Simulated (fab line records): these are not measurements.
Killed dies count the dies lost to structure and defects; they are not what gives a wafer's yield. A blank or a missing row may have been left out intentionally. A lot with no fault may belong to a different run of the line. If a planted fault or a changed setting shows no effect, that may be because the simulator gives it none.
fab line records	flow gf180mcu
record: lots: 11	wafers: 33	lastDay: 34
route steps=602 shown V2@399 M3@409
lots with no fault: from the same line, run without faults
startH: the number of hours between the record's first day and the start of the first shown wafer of the lot	waitH: hours elapsed since this lot's preceding step	" identical to the entry in the row above	L1.1+2: a single row standing in for several wafers	- no value present, or no start provided	* or withheld: withheld	< > ~ a bound
route shown NAME@n: NAME is a module with steps in the file, n the number in the route of the first one	usual: mean/standard deviation of fault-free wafers	same: alike in all rows	chamber/n: place in a boat	sites: readings site by site	_std_site: standard deviation across them	_edge_site: outer sites' mean less inner sites'	radiusMm: how far each site lies from the wafer's centre	mask NAME#n: copy n	behind: the last tool/chamber to shape the wafer	hold: what put the lot on hold/how long, in hours/how the hold closed	device: names the non-switching transistor (n, p or np)	end of line: tests run on the same wafers once the route is complete	a step with no rows: only its recipe	killed: the dies lost at the first sort to structure and to defects; this is not the yield of the wafer	map: dies across one wafer; x = killed, . = not, _ = none there
set.NAME: the setting as run; set.NAME@STEP: as run at that earlier step	model.NAME: the simulator's own value behind a step, which no gauge read
the route's steps for a sample of lots (tables are steps, rows are wafers)
services: a tool's chamber out of use, with start hour (startH, from the record's first day; less than 0 if before it), hours out, and reason
== steps ==
step: GF_V2_ETCH_17
recipe: chemistry: C4F8/O2/Ar	maskMaterial: KrF	target: SiO2	stopOn: TiN	sourceW: 1500	biasW: 1200	pressureMtorr: 40	c4f8FlowSccm: withheld	O2_flow_sccm: 6	Ar_flow_sccm: 300	timeS: withheld	targetDepthA: 6300
usual: oesProductAu: 0.856/0.0043
lot.wafer	tool	chamber	startH	waitH	oesProductAu
L887.1	rieDiel-04	0	-	-	0.858
L887.3	"	2	"	"	0.858
L887.4	"	1	"	"	0.856
L888.1	rieDiel-01	1	-	-	0.856
L888.3	"	3	"	"	0.863
L888.5	"	3	"	"	0.853
L890.1	rieDiel-02	1	-	-	0.862
L890.5	"	3	"	"	0.851
L890.6	"	1	"	"	0.850
L892.2	rieDiel-01	2	-	-	0.859
L892.3	"	3	"	"	0.852
L892.4	"	1	"	"	0.857
L894.2	rieDiel-02	1	-	-	0.859
L894.4	"	0	"	"	0.853
L894.6	"	2	"	"	0.852
L897.3	rieDiel-04	1	-	-	0.850
L897.4	"	0	"	"	0.854
L897.5	"	3	"	"	0.859
L898.1	rieDiel-02	2	-	-	0.860
L898.5	"	2	"	"	0.862
L898.6	"	3	"	"	0.850
L899.2	rieDiel-01	2	-	-	0.858
L899.4	"	1	"	"	0.858
L899.5	"	3	"	"	0.865
L905.1	rieDiel-04	1	-	-	0.853
L905.2	"	2	"	"	0.856
L905.4	"	3	"	"	0.853
L909.1	rieDiel-01	0	-	-	0.864
L909.2	"	1	"	"	0.868
L909.6	"	2	"	"	0.851
L910.2	rieDiel-02	2	-	-	0.858
L910.4	"	3	"	"	0.855
L910.5	"	2	"	"	0.858
step: GF_V2_STRIP_18
recipe: chemistry: O2/N2	powerW: 1400	pressureMtorr: 1500	platenTempC: 250	o2FlowSccm: 3000	n2FlowSccm: 300	overashFraction: 0.5
usual: drypumpMotorCurrentA: 5.7/0.46	heaterPowerW: 305/21	o2FlowSccm: 3001/8.9	oesProductAu: 0.592/0.0047
lot.wafer	tool	chamber	startH	waitH	drypumpMotorCurrentA	heaterPowerW	o2FlowSccm	oesProductAu	rfHoursCounterH
L887.1	plasmaAsher-02	0	461.72	-	5.7	265	2984	0.588	36
L887.3	"	0	"	"	5.6	258	2997	0.588	-
L887.4	"	1	"	"	5.3	309	2976	0.589	-
L888.1	plasmaAsher-01	0	469.09	-	6.6	301	3012	0.591	83
L888.3	"	0	"	"	6.6	306	3016	0.590	-
L888.5	"	0	"	"	6.6	317	2999	0.596	-
L890.1	plasmaAsher-03	0	493.72	-	5.6	293	2996	0.590	75
L890.5	"	0	"	"	5.6	296	3000	0.587	-
L890.6	"	1	"	"	5.5	298	2999	0.579	-
L892.2	plasmaAsher-02	0	504.12	-	5.7	265	2990	0.594	41
L892.3	"	1	"	"	5.4	307	3009	0.601	-
L892.4	"	0	"	"	5.7	264	2994	0.598	-
L894.2	plasmaAsher-02	0	529.25	-	5.6	268	2983	0.595	44
L894.4	"	0	"	"	5.6	270	2998	0.591	-
L894.6	"	1	"	"	5.4	309	3005	0.596	-
L897.3	plasmaAsher-03	1	551.68	-	5.5	309	2995	0.586	-
L897.4	"	0	"	"	5.5	292	3007	0.593	-
L897.5	"	0	"	"	5.5	287	2998	0.587	-
L898.1	plasmaAsher-03	0	557.92	-	5.5	287	2996	0.595	80
L898.5	"	1	"	"	5.5	301	3011	0.588	-
L898.6	"	0	"	"	5.5	300	2986	0.593	-
L899.2	plasmaAsher-01	1	565.72	-	5.3	338	2996	0.591	94
L899.4	"	0	"	"	6.6	308	3008	0.579	-
L899.5	"	1	"	"	5.2	337	2999	0.596	-
L905.1	plasmaAsher-01	1	610.73	-	5.2	335	3004	0.597	99
L905.2	"	0	"	"	6.5	306	3008	0.591	99
L905.4	"	0	"	"	6.5	305	3009	0.600	-
L909.1	plasmaAsher-03	0	642.73	-	5.5	292	2987	0.596	89
L909.2	"	1	"	"	5.5	305	3003	0.596	89
L909.6	"	0	"	"	5.6	288	2991	0.591	-
L910.2	plasmaAsher-03	1	651.27	-	5.5	304	3015	0.586	90
L910.4	"	0	"	"	5.5	295	2978	0.591	-
L910.5	"	0	"	"	5.5	297	3004	0.594	-
step: GF_V2_CVD_23
recipe: material: W	targetThkNm: 350	timeS: 104.94	tempC: 400	pressureTorr: 40
usual: heaterPowerW: 815/49	susceptorTempC: 399.98/0.21
lot.wafer	tool	chamber	startH	waitH	heaterPowerW	sinceWetCleanH	susceptorTempC
L887.1	cvdW-01	0	462.36	0.0	749	58	399.68
L887.3	"	0	"	"	728	-	399.95
L887.4	"	1	"	"	766	-	400.05
L888.1	cvdW-02	1	469.84	0.0	806	566	399.71
L888.3	"	0	"	"	874	-	399.69
L888.5	"	1	"	"	809	-	399.87
L890.1	cvdW-02	1	494.39	0.0	818	590	399.63
L890.5	"	0	"	"	859	-	399.81
L890.6	"	1	"	"	820	-	399.67
L892.2	cvdW-02	0	504.80	0.0	879	601	399.61
L892.3	"	1	"	"	822	-	400.10
L892.4	"	0	"	"	896	-	399.80
L894.2	cvdW-02	1	529.92	0.0	807	626	399.95
L894.4	"	0	"	"	884	-	400.20
L894.6	"	1	"	"	814	-	400.39
L897.3	cvdW-02	1	552.36	0.1	831	-	403.28
L897.4	"	1	"	"	831	-	403.47
L897.5	"	1	"	"	845	-	403.18
L898.1	cvdW-02	1	558.56	0.0	815	655	402.95
L898.5	"	1	"	"	837	-	402.85
L898.6	"	1	"	"	840	-	403.14
L899.2	cvdW-02	0	566.39	0.0	917	662	403.42
L899.4	"	1	"	"	843	-	403.48
L899.5	"	0	"	"	880	-	402.92
L905.1	cvdW-01	1	611.37	0.0	810	207	400.55
L905.2	"	0	"	"	780	207	399.70
L905.4	"	1	"	"	775	-	399.91
L909.1	cvdW-02	1	643.37	0.0	819	739	399.90
L909.2	"	0	"	"	891	739	399.94
L909.6	"	1	"	"	797	-	399.78
L910.2	cvdW-02	1	651.97	0.0	805	748	399.97
L910.4	"	1	"	"	797	-	399.88
L910.5	"	0	"	"	887	-	400.18
step: GF_V2_RS_MEAS_24
recipe: thkMeasGauge: four-point-probe	reads: W_of_V2_CVD_23+TiN_of_V2_SPUTTER_22+Ti_of_V2_SPUTTER_21
usual: V2_W_RS: 0.327/0.0044
lot.wafer	tool	chamber	startH	waitH	hold	V2_W_RS[ohm/sq]
L887.1	filmMetro-04	-	462.47	0.1	-	0.322
L887.3	"	-	"	"	-	0.320
L887.4	"	-	"	"	-	0.327
L888.1	filmMetro-02	-	469.95	0.1	-	0.335
L888.3	"	-	"	"	-	0.323
L888.5	"	-	"	"	-	0.330
L890.1	filmMetro-04	-	494.50	0.1	-	0.327
L890.5	"	-	"	"	-	0.325
L890.6	"	-	"	"	-	0.328
L892.2	filmMetro-02	-	504.93	0.1	-	0.321
L892.3	"	-	"	"	-	0.329
L892.4	"	-	"	"	-	0.320
L894.2	filmMetro-02	-	530.05	0.1	-	0.332
L894.4	"	-	"	"	-	0.322
L894.6	"	-	"	"	-	0.331
L897.3	filmMetro-03	-	552.55	0.2	awaitDispo/0.2h/release	0.311
L897.4	"	-	"	"	awaitDispo/0.2h/release	0.311
L897.5	"	-	"	"	awaitDispo/0.2h/release	0.307
L897.3	filmMetro-03	-	552.84	0.3	-	0.312
L897.4	"	-	"	"	-	0.311
L897.5	"	-	"	"	-	0.307
L898.1	filmMetro-04	-	558.79	0.2	-	0.310
L898.5	"	-	"	"	-	0.314
L898.6	"	-	"	"	-	0.312
L899.2	filmMetro-04	-	566.52	0.1	awaitDispo/0.2h/release	0.302
L899.4	"	-	"	"	awaitDispo/0.2h/release	0.310
L899.5	"	-	"	"	awaitDispo/0.2h/release	0.306
L899.2	filmMetro-04	-	566.81	0.3	-	0.302
L899.4	"	-	"	"	-	0.310
L899.5	"	-	"	"	-	0.306
L905.1	filmMetro-02	-	611.48	0.1	-	0.330
L905.2	"	-	"	"	-	0.326
L905.4	"	-	"	"	-	0.331
L909.1	filmMetro-02	-	643.48	0.1	-	0.330
L909.2	"	-	"	"	-	0.322
L909.6	"	-	"	"	-	0.324
L910.2	filmMetro-02	-	652.10	0.1	-	0.327
L910.4	"	-	"	"	-	0.329
L910.5	"	-	"	"	-	0.320
step: GF_V2_THK_MEAS_25
recipe: thkMeasGauge: xrf	reads: W_of_V2_CVD_23
usual: V2_W_THK: 358/6.5
lot.wafer	tool	chamber	startH	waitH	hold	V2_W_THK[nm]
L887.1	filmMetro-04	-	462.59	0.1	-	362
L887.3	"	-	"	"	-	363
L887.4	"	-	"	"	-	354
L888.1	filmMetro-02	-	470.07	0.1	-	351
L888.3	"	-	"	"	-	364
L888.5	"	-	"	"	-	355
L890.1	filmMetro-04	-	494.62	0.1	-	353
L890.5	"	-	"	"	-	358
L890.6	"	-	"	"	-	355
L892.2	filmMetro-02	-	505.04	0.1	-	361
L892.3	"	-	"	"	-	356
L892.4	"	-	"	"	-	367
L894.2	filmMetro-02	-	530.16	0.1	-	353
L894.4	"	-	"	"	-	364
L894.6	"	-	"	"	-	356
L897.3	filmMetro-03	-	554.05	1.2	awaitDispo/0.2h/release	382
L897.4	"	-	"	"	awaitDispo/0.2h/release	381
L897.5	"	-	"	"	awaitDispo/0.2h/release	389
L897.3	filmMetro-03	-	554.29	0.2	-	384
L897.4	"	-	"	"	-	384
L897.5	"	-	"	"	-	387
L898.1	filmMetro-04	-	558.91	0.1	-	377
L898.5	"	-	"	"	-	373
L898.6	"	-	"	"	-	372
L899.2	filmMetro-04	-	569.06	2.2	awaitDispo/0.2h/release	385
L899.4	"	-	"	"	awaitDispo/0.2h/release	376
L899.5	"	-	"	"	awaitDispo/0.2h/release	382
L899.2	filmMetro-04	-	569.29	0.2	-	386
L899.4	"	-	"	"	-	375
L899.5	"	-	"	"	-	381
L905.1	filmMetro-02	-	611.60	0.1	-	354
L905.2	"	-	"	"	-	356
L905.4	"	-	"	"	-	354
L909.1	filmMetro-02	-	643.60	0.1	-	351
L909.2	"	-	"	"	-	361
L909.6	"	-	"	"	-	358
L910.2	filmMetro-02	-	652.21	0.1	-	356
L910.4	"	-	"	"	-	356
L910.5	"	-	"	"	-	364
step: GF_M3_SPUTTER_00
recipe: material: Ti	targetThkNm: 37.5	arrivingIonEnergyEv: 80	substrateTempC: 200	chamberPressurePa: 2	powerW: 4000	timeS: 150
usual: cathodeDcPowerW: 4000.0/0.7	throttleValvePct: 29.6/0.88
lot.wafer	tool	chamber	startH	waitH	cathodeDcPowerW	throttleValvePct
L887.1	pvdSputter-03	-	462.95	0.1	4001.1	31.8
L887.3	"	-	"	"	4000.3	29.9
L887.4	"	-	"	"	4000.2	29.8
L888.1	pvdSputter-04	-	470.45	0.2	4000.1	29.4
L888.3	"	-	"	"	4000.4	30.1
L888.5	"	-	"	"	3999.6	29.1
L890.1	pvdSputter-03	-	494.98	0.2	4001.4	29.8
L890.5	"	-	"	"	3999.0	29.6
L890.6	"	-	"	"	4000.4	29.3
L892.2	pvdSputter-03	-	505.39	0.2	3999.8	32.0
L892.3	"	-	"	"	4000.4	29.2
L892.4	"	-	"	"	4000.6	29.8
L894.2	pvdSputter-02	-	530.51	0.1	3999.2	29.1
L894.4	"	-	"	"	3998.9	27.9
L894.6	"	-	"	"	4000.4	29.0
L897.3	pvdSputter-02	-	557.84	0.2	3999.2	29.6
L897.4	"	-	"	"	3999.4	28.6
L897.5	"	-	"	"	3999.2	28.8
L898.1	pvdSputter-04	-	559.33	0.1	4000.3	30.2
L898.5	"	-	"	"	4000.4	29.5
L898.6	"	-	"	"	4001.2	29.6
L899.2	pvdSputter-02	-	576.30	0.1	4000.4	28.9
L899.4	"	-	"	"	4001.1	27.9
L899.5	"	-	"	"	4000.1	28.6
L905.1	pvdSputter-03	-	611.96	0.2	4000.0	29.1
L905.2	"	-	"	"	3999.9	31.8
L905.4	"	-	"	"	4000.6	29.7
L909.1	pvdSputter-03	-	643.96	0.2	3999.9	29.5
L909.2	"	-	"	"	3999.7	32.2
L909.6	"	-	"	"	3999.3	30.0
L910.2	pvdSputter-03	-	652.56	0.1	4000.5	29.8
L910.4	"	-	"	"	4000.2	29.7
L910.5	"	-	"	"	3999.7	29.0
== services ==
tool	chamber	startH	hours	kind
plasmaAsher-03	-	450.81	1.3	repair
cvdW-01	-	468.71	6.9	pm
rieDiel-04	3	470.39	23.6	repair
rieDiel-01	1	472.89	5.4	repair
rieDiel-01	0	477.21	4.6	repair
cvdW-01	-	480.47	0.3	repair
pvdSputter-02	-	491.67	2.4	repair
pvdSputter-04	-	493.46	2.8	repair
plasmaAsher-01	-	493.56	2.8	pm
rieDiel-02	-	497.00	0.2	repair
plasmaAsher-03	-	517.16	15.6	pm
rieDiel-01	3	522.89	11.4	repair
cvdW-02	-	530.66	4.3	pm
cvdW-02	0	545.94	13.5	repair
rieDiel-01	-	546.33	14.6	pm
pvdSputter-03	-	574.38	6.9	repair
rieDiel-02	-	583.27	1.9	repair
plasmaAsher-01	-	586.25	1.7	repair
rieDiel-02	1	596.08	36.2	repair
rieDiel-02	3	614.01	1.4	repair
plasmaAsher-03	-	636.36	0.9	repair
cvdW-02	-	646.94	0.7	repair
plasmaAsher-01	-	650.00	3.7	repair
pvdSputter-02	-	651.18	3.3	repair
== key ==
firstSign: step: GF_V2_CVD_23	reading: susceptorTempC	direction: up	sigmas: 15	usual: *	struck: *
effect: step: GF_V2_RS_MEAS_24	reading: visit	direction: added
effect: step: GF_V2_THK_MEAS_25	reading: visit	direction: added
metAt GF_V2_CVD_23
struckLots L897,L898,L899
notActingAt GF_V2_ETCH_17,GF_V2_STRIP_18,GF_M3_SPUTTER_00
onsetBetween 529.92 552.36
fault: kind: processParameterDrift	tool: cvdW-02	chamber: -	onsetH: 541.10	steps: GF_V2_CVD_23	channel: tempC	offset: *	shape: step	endH: 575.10	actsIn: *	stated: *
